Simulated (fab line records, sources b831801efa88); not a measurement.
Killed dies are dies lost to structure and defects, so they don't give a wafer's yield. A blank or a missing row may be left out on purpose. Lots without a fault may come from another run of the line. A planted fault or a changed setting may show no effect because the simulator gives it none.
fab line records | flow sky130
record lots=12 wafers=36 last_day=50
route steps=708 shown CAPM@537 VIA4@650 METAL5@665 PASSIVATION@693 PAD_OPEN@708
lots that met no fault: from a run of the same line without faults
start_h: hours from the record's first day to the start of the lot's first wafer shown | wait_h: hours since the lot's step before | " the same as in the row above | L1.1+2: a row that stands for several wafers | - no value, or no start given | * or withheld: withheld | < > ~ a bound
route shown NAME@n: a module of which the file shows steps, and the number in the route of the first | usual: mean/standard deviation of fault-free wafers | same: alike in all rows | chamber/n: place in a boat | sites: the reading at each site | _std_site: their standard deviation | _edge_site: outer sites' mean less inner sites' | radius_mm: how far each site lies from the wafer's centre | mask NAME#n: copy n | behind: the tool/chamber that last shaped the wafer | hold: why the lot was held/for how many hours/how that ended | device: the transistor (n, p or np) that didn't switch | end of line: the same wafers' tests at the end of the route | a step without rows: its recipe alone | killed: dies lost to structure and defects at the first sort, not the wafer's yield | map: a wafer's dies, x killed, . not, _ none there
set.NAME: the setting as run; set.NAME@STEP: as run at that earlier step | model.NAME: the simulator's own value behind a step, which no gauge read
steps of the route over a sample of lots; a table a step, a row a wafer
services: from which hour (start_h, from the record's first day; less than 0 if before it) a tool's chamber was out of use, for how many hours, and why
## steps
# step SKY_CAPM_CVD_00
# recipe material=SiO2 target_thk_nm=15.5 temp_c=400 time_s=withheld rf_w=450
# usual heater_power_w=728/110
# columns lot.wafer tool chamber start_h wait_h heater_power_w
L332.3 pecvd-02 0 850.45 0.0 690
L332.4 " 2 " " 838
L332.5 " 1 " " 807
L333.1 pecvd-02 2 856.69 0.0 870
L333.2 " 0 " " 657
L333.6 " 1 " " 731
L335.1 pecvd-02 1 870.70 0.0 838
L335.2 " 0 " " 686
L335.3 " 2 " " 764
L336.2 pecvd-04 1 913.18 0.0 669
L336.5 " 2 " " 860
L336.6 " 1 " " 669
L341.1 pecvd-04 1 918.89 0.0 668
L341.3 " 2 " " 827
L341.6 " 1 " " 666
L343.1 pecvd-02 1 935.80 0.0 813
L343.2 " 2 " " 778
L343.6 " 1 " " 821
L344.2 pecvd-02 0 942.97 0.0 618
L344.4 " 1 " " 677
L344.5 " 2 " " 875
L348.1 pecvd-04 0 994.45 0.0 639
L348.3 " 2 " " 775
L348.5 " 2 " " 782
L347.1 pecvd-02 1 995.03 0.0 702
L347.5 " 0 " " 711
L347.6 " 1 " " 713
L351.1 pecvd-02 2 1005.24 0.0 814
L351.4 " 0 " " 702
L351.5 " 0 " " 713
L353.1 pecvd-03 0 1016.41 0.0 821
L353.3 " 2 " " 815
L353.5 " 2 " " 792
L354.1 pecvd-03 2 1033.44 0.0 813
L354.2 " 1 " " 530
L354.3 " 0 " " 805
# step SKY_VIA4_OVL_MEAS_11
# usual VIA4_OVL=0.1/1.1
# columns lot.wafer tool chamber start_h wait_h VIA4_OVL[nm]
L332.3 overlay-02 - 998.69 0.1 1.3
L332.4 " - " " 1.2
L332.5 " - " " -1.0
L333.1 overlay-02 - 1011.13 0.1 0.5
L333.2 " - " " -1.8
L333.6 " - " " -0.1
L335.1 overlay-02 - 1020.10 0.1 0.2
L335.2 " - " " 0.1
L335.3 " - " " 0.4
L336.2 overlay-01 - 1060.47 0.1 0.2
L336.5 " - " " 0.3
L336.6 " - " " 2.0
L341.1 overlay-01 - 1064.06 0.1 -0.7
L341.3 " - " " 1.1
L341.6 " - " " -0.5
L343.1 overlay-02 - 1078.93 0.1 0.6
L343.2 " - " " 0.2
L343.6 " - " " 0.9
L344.2 overlay-01 - 1086.08 0.1 -2.2
L344.4 " - " " -1.7
L344.5 " - " " -0.6
L348.1 overlay-02 - 1128.25 0.1 -0.1
L348.3 " - " " 1.5
L348.5 " - " " 1.7
L347.1 overlay-02 - 1128.55 0.1 -1.5
L347.5 " - " " 0.6
L347.6 " - " " -1.3
L351.1 overlay-01 - 1134.96 0.1 0.0
L351.4 " - " " -1.6
L351.5 " - " " -0.4
L353.1 overlay-01 - 1148.13 0.1 -0.6
L353.3 " - " " 0.6
L353.5 " - " " -1.1
L354.1 overlay-01 - 1158.26 0.1 1.4
L354.2 " - " " -1.2
L354.3 " - " " -1.1
# step SKY_METAL5_SPUTTER_04
# recipe material=TiN target_thk_nm=70 power_w=6500 time_s=58.3 chamber_pressure_pa=0.4
# usual throttle_valve_pct=29.5/1
# columns lot.wafer tool chamber start_h wait_h throttle_valve_pct
L332.3 pvd_sputter-02 - 1000.28 0.0 29.0
L332.4 " - " " 29.4
L332.5 " - " " 29.2
L333.1 pvd_sputter-02 - 1012.80 0.0 30.2
L333.2 " - " " 29.4
L333.6 " - " " 30.2
L335.1 pvd_sputter-04 - 1021.61 0.0 29.6
L335.2 " - " " 27.2
L335.3 " - " " 30.9
L336.2 pvd_sputter-04 - 1062.02 0.0 30.8
L336.5 " - " " 27.6
L336.6 " - " " 30.0
L341.1 pvd_sputter-02 - 1065.86 0.0 30.4
L341.3 " - " " 29.3
L341.6 " - " " 29.4
L343.1 pvd_sputter-02 - 1080.45 0.0 29.2
L343.2 " - " " 29.0
L343.6 " - " " 29.4
L344.2 pvd_sputter-04 - 1087.70 0.0 27.1
L344.4 " - " " 30.0
L344.5 " - " " 30.6
L348.1 pvd_sputter-02 - 1130.55 0.0 29.2
L348.3 " - " " 29.4
L348.5 " - " " 29.7
L347.1 pvd_sputter-02 - 1131.15 0.0 30.3
L347.5 " - " " 30.1
L347.6 " - " " 29.3
L351.1 pvd_sputter-04 - 1136.49 0.0 30.2
L351.4 " - " " 30.2
L351.5 " - " " 30.3
L353.1 pvd_sputter-01 - 1149.64 0.0 29.5
L353.3 " - " " 29.4
L353.5 " - " " 30.7
L354.1 pvd_sputter-04 - 1159.82 0.0 29.9
L354.2 " - " " 30.5
L354.3 " - " " 30.0
# step SKY_PASSIVATION_STRIP_12
# recipe chemistry=O2/N2 power_w=1400 pressure_mtorr=1500 platen_temp_c=withheld overash_fraction=0.7 o2_flow_sccm=3000 n2_flow_sccm=300
# usual chamber_pressure_mTorr=1500.1/1.2 drypump_motor_current_A=5.71/0.28 oes_product_au=0.661/0.0044 strip_time_to_endpoint_s=31.52/0.11
# columns lot.wafer tool chamber start_h wait_h chamber_pressure_mTorr drypump_motor_current_A oes_product_au rf_hours_counter_h strip_time_to_endpoint_s
L332.3 plasma_asher-01 1 1045.66 0.1 1500.1 5.90 0.665 - 31.51
L332.4 " 0 " " 1498.1 5.47 0.654 - 31.40
L332.5 " 0 " " 1501.6 5.47 0.662 - 31.58
L333.1 plasma_asher-02 0 1057.47 0.1 1501.5 5.97 0.657 63 31.50
L333.2 " 1 " " 1500.8 5.01 0.662 63 31.71
L333.6 " 0 " " 1500.2 6.01 0.663 - 31.44
L335.1 plasma_asher-02 0 1066.52 0.1 1498.2 5.98 0.653 64 31.58
L335.2 " 1 " " 1499.2 5.02 0.662 64 31.42
L335.3 " 0 " " 1498.7 5.99 0.662 - 31.48
L336.2 plasma_asher-04 1 1104.02 0.1 1501.0 5.83 0.662 35 31.62
L336.5 " 1 " " 1500.3 5.81 0.670 - 31.50
L336.6 " 0 " " 1501.1 5.83 0.656 - 31.43
L341.1 plasma_asher-01 1 1108.32 0.1 1500.9 5.87 0.657 4 31.37
L341.3 " 1 " " 1499.8 5.84 0.660 - 31.37
L341.6 " 0 " " 1500.6 5.49 0.657 - 31.53
L343.1 plasma_asher-01 0 1121.27 0.1 1499.0 5.52 0.658 5 31.41
L343.2 " 1 " " 1501.5 5.91 0.663 5 31.45
L343.6 " 0 " " 1498.9 5.49 0.656 - 31.44
L344.2 plasma_asher-04 1 1129.03 0.1 1499.4 5.80 0.660 38 31.66
L344.4 " 0 " " 1502.0 5.83 0.653 - 31.52
L344.5 " 1 " " 1501.1 5.84 0.661 - 31.79
L348.1 plasma_asher-04 0 1167.27 0.1 1499.2 5.86 0.655 41 31.28
L348.3 " 0 " " 1500.3 5.87 0.660 - 31.50
L348.5 " 0 " " 1500.5 5.85 0.662 - 31.50
L347.1 plasma_asher-02 0 1167.97 0.1 1499.5 5.95 0.661 73 31.49
L347.5 " 1 " " 1501.3 5.01 0.672 - 31.41
L347.6 " 0 " " 1502.1 5.96 0.660 - 31.47
L351.1 plasma_asher-04 0 1173.22 0.1 1500.4 5.83 0.658 42 31.31
L351.4 " 0 " " 1499.2 5.84 0.661 - 31.20
L351.5 " 1 " " 1498.5 5.82 0.664 - 31.23
L353.1 plasma_asher-04 0 1185.47 0.1 1500.8 5.82 0.658 43 31.38
L353.3 " 1 " " 1500.8 5.81 0.661 - 31.43
L353.5 " 0 " " 1500.5 5.82 0.665 - 31.51
L354.1 plasma_asher-01 0 1194.68 0.1 1499.0 5.48 0.652 12 31.61
L354.2 " 1 " " 1500.2 5.85 0.662 12 31.54
L354.3 " 0 " " 1501.0 5.48 0.666 - 31.75
# step SKY_PAD_OPEN_PROBE_99
# usual defect_limited_yield=82.5/1.9 killed_at_M0_to_M3=44/7.2 killed_at_M4_up=3.0/1.8 killed_at_contacts=24/5.4 killed_at_front_end=14/4.4 killed_at_other=0.4/0.64 killed_dies=86/9.4 killed_open=47/7.7 killed_short=39/5.8 sort_bin_3_pad_short=0.9/0.38 sort_bin_5_function=10.3/1.4 sort_bin_6_memory=6.4/1.2 sort_n_pass=406/9.4 sort_yield_pct=82.5/1.9
# same gross_dies=492 killed_at_back_side=0 sort_bin_4_leakage[%]=0 sort_bin_8_speed[%]=0
# columns lot.wafer tool chamber start_h wait_h defect_limited_yield[%] killed_at_M0_to_M3 killed_at_M4_up killed_at_contacts killed_at_front_end killed_at_other killed_dies killed_open killed_short sort_bin_3_pad_short[%] sort_bin_5_function[%] sort_bin_6_memory[%] sort_n_pass sort_yield_pct[%]
L348.1 prober-01 - 1186.72 0.1 81.5 52 2 26 11 0 91 52 39 0.8 8.9 8.7 401 81.5
L348.3 prober-01 - 1186.82 0.2 82.9 45 2 19 18 0 84 55 28 0.6 10.6 5.9 408 82.9
L348.5 prober-01 - 1186.92 0.2 81.9 40 1 28 19 1 89 36 51 1.2 10.2 6.7 403 81.9
L347.1 prober-02 - 1187.37 0.1 79.3 35 2 23 21 21 102 44 38 1.4 13.4 5.9 390 79.3
L347.5 prober-02 - 1187.57 0.2 74.2 47 2 18 13 47 127 49 31 2.8 15.9 7.1 365 74.2
L347.6 prober-02 - 1187.62 0.2 77.4 63 3 21 7 17 111 53 41 1.6 11.4 9.6 381 77.4
L351.1 prober-01 - 1192.42 0.1 75.6 39 5 16 11 49 120 36 35 3.7 14.8 5.9 372 75.6
L351.4 prober-01 - 1192.57 0.2 75.2 36 3 26 13 44 122 39 39 2.2 16.3 6.3 370 75.2
L351.5 prober-01 - 1192.62 0.2 75.0 33 8 20 15 47 123 41 35 3.3 15.4 6.3 369 75.0
# killed by level:class
L348.1 VIA1:geometric_particle:open=14 METAL2:geometric_particle:short=8 VIA3:geometric_particle:open=8 LI_CONTACT:geometric_particle:open=7 FIELD_ISO:geometric_particle:open=6 LOCAL_INTERCONNECT:geometric_particle:short=6 CONTACT:geometric_particle:open=6 METAL1:geometric_particle:short=6
L348.3 VIA2:geometric_particle:open=11 VIA1:geometric_particle:open=10 LI_CONTACT:geometric_particle:open=8 POLY_GATE:geometric_particle:short=5 CONTACT:geometric_particle:open=5 FIELD_ISO:geometric_particle:open=4 POLY_GATE:geometric_particle:open=4 METAL1:geometric_particle:short=4
L348.5 VIA1:geometric_particle:open=12 CONTACT:geometric_particle:short=9 CONTACT:geometric_particle:open=9 FIELD_ISO:geometric_particle:short=5 POLY_GATE:geometric_particle:short=5 VIA1:geometric_particle:short=5 LOCAL_INTERCONNECT:geometric_particle:short=4 METAL1:geometric_particle:short=4
L347.1 CAPM:unspecified=20 CONTACT:geometric_particle:open=16 VIA1:geometric_particle:open=8 POLY_GATE:geometric_particle:short=6 VIA3:geometric_particle:open=6 FIELD_ISO:geometric_particle:short=5 VIA2:geometric_particle:open=5 FIELD_ISO:geometric_particle:open=4
L347.5 CAPM:unspecified=47 VIA1:geometric_particle:open=10 VIA3:geometric_particle:open=8 FIELD_ISO:geometric_particle:open=7 METAL2:geometric_particle:short=7 CONTACT:geometric_particle:open=6 LI_CONTACT:geometric_particle:open=5 VIA1:geometric_particle:short=5
L347.6 CAPM:unspecified=17 VIA1:geometric_particle:open=16 VIA2:geometric_particle:open=9 CONTACT:geometric_particle:open=8 METAL1:geometric_particle:short=8 VIA3:geometric_particle:open=6 VIA3:geometric_particle:short=6 METAL2:geometric_particle:short=5
L351.1 CAPM:unspecified=49 VIA1:geometric_particle:open=10 CONTACT:geometric_particle:open=6 METAL1:geometric_particle:short=6 VIA2:geometric_particle:open=6 METAL2:geometric_particle:short=5 METAL4:geometric_particle:short=5 LI_CONTACT:geometric_particle:open=4
L351.4 CAPM:unspecified=44 VIA1:geometric_particle:open=12 LOCAL_INTERCONNECT:geometric_particle:short=7 CONTACT:geometric_particle:open=6 METAL2:geometric_particle:short=6 LI_CONTACT:geometric_particle:open=5 VIA3:geometric_particle:open=5 LI_CONTACT:geometric_particle:short=4
L351.5 CAPM:unspecified=46 VIA1:geometric_particle:open=9 LI_CONTACT:geometric_particle:open=8 VIA2:geometric_particle:open=8 METAL4:geometric_particle:short=7 FIELD_ISO:geometric_particle:short=6 LOCAL_INTERCONNECT:geometric_particle:short=5 FIELD_ISO:geometric_particle:open=4
## services
# columns tool chamber start_h hours kind
pecvd-03 - 830.95 2.8 pm
plasma_asher-04 - 847.49 0.5 repair
pvd_sputter-02 - 850.07 1.9 repair
plasma_asher-02 - 874.32 1.9 repair
pecvd-04 0 901.97 15.4 repair
plasma_asher-04 - 909.60 2.8 pm
plasma_asher-01 - 914.66 2.6 repair
pvd_sputter-04 - 925.17 3.5 repair
pecvd-04 - 949.60 1.2 repair
pecvd-03 2 949.62 11.2 repair
pvd_sputter-02 - 952.47 1.6 repair
pecvd-04 - 959.41 2.1 repair
pecvd-03 0 990.29 23.7 repair
pecvd-03 - 994.11 6.0 pm
pecvd-02 - 1021.17 2.2 repair
pecvd-03 - 1025.02 1.1 repair
pecvd-03 - 1047.67 3.5 repair
plasma_asher-01 - 1055.25 9.0 pm
plasma_asher-02 - 1060.20 0.7 repair
pvd_sputter-02 - 1093.91 1.5 repair
pecvd-04 0 1103.51 12.5 repair
pecvd-04 - 1132.77 0.3 repair
pecvd-02 1 1151.04 6.4 repair
pecvd-04 - 1187.75 5.5 pm
## key
first_sign step=SKY_PAD_OPEN_PROBE_99 reading=killed_at_other direction=up sigmas=37 usual=0.4 struck=37.5
effect step=SKY_PAD_OPEN_PROBE_99 reading=sort_bin_3_pad_short direction=up sigmas=4.3 usual=0.9 struck=2.5
met_at SKY_CAPM_CVD_00
struck_lots L347,L351
not_acting_at SKY_VIA4_OVL_MEAS_11,SKY_METAL5_SPUTTER_04,SKY_PASSIVATION_STRIP_12
onset_between 942.97 995.03
fault kind=chamber_particle_source tool=pecvd-02 chamber=- onset_h=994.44 steps=SKY_CAPM_CVD_00 rate_per_visit_cm2=0.75372 end_h=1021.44
